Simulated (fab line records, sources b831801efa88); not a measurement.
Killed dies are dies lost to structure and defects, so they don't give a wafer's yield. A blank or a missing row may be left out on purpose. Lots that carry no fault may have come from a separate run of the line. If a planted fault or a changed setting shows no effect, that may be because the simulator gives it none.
Matching of chambers :: flow sky130 :: cmp-02 running SKY_VIA3_CMP_24: 4 sister chambers
The step polishes, stops on SiO2, t overpolish 20 s, target thk 0 nm. 4 wafers are shown with their chamber, then 10 later ones without.

## EACH WAFER AND ITS CHAMBER
wafer: L085.3
chamber: 3
motor_current_A (A): 10.5

wafer: L085.5
chamber: 1
motor_current_A (A): 11.5

wafer: L087.1
chamber: 2
motor_current_A (A): 11.4

wafer: L087.2
chamber: 0
motor_current_A (A): 10.7

## WAFERS WHOSE CHAMBER IS MISSING
wafer: L087.3
motor_current_A (A): 11.0

wafer: L088.1
motor_current_A (A): 10.7

wafer: L088.3
motor_current_A (A): 11.8

wafer: L088.6
motor_current_A (A): 11.0

wafer: L097.1
motor_current_A (A): 10.6

wafer: L097.4
motor_current_A (A): 11.8

wafer: L097.5
motor_current_A (A): 11.6

wafer: L095.2
motor_current_A (A): 11.1

wafer: L095.4
motor_current_A (A): 10.6

wafer: L095.5
motor_current_A (A): 10.5

## THE CHAMBER EACH PASSED THROUGH
wafer: L087.3
from the rows above: can't be placed: 0 or 2 or 1 or 3
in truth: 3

wafer: L088.1
from the rows above: can't be placed: 0 or 3
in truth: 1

wafer: L088.3
from the rows above: can't be placed: 1 or 2
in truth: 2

wafer: L088.6
from the rows above: can't be placed: 0 or 2 or 1 or 3
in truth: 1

wafer: L097.1
from the rows above: can't be placed: 0 or 3
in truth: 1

wafer: L097.4
from the rows above: can't be placed: 1 or 2
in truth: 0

wafer: L097.5
from the rows above: can't be placed: 1 or 2
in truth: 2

wafer: L095.2
from the rows above: can't be placed: 2 or 0 or 1 or 3
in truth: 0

wafer: L095.4
from the rows above: can't be placed: 0 or 3
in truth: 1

wafer: L095.5
from the rows above: can't be placed: 3 or 0
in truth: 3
Placed correctly: 0 of 10. These rows do not allow placing 10 (true chamber among the candidates in 6). 0 placed wrongly.
How it was worked out, from the rows above alone: a wafer's distance from a chamber is the root of the sum, over the readings, of the square of ((its reading less the chamber's mean) divided by the reading's scatter). The wafer belongs to the nearest chamber; if the next one is less than 2 further off, it can't be placed. A chamber's mean is the mean of its shown wafers. The scatter (one wafer shown for each chamber): square how far every hidden wafer sits from the nearest shown wafer, average those squares and take the square root.
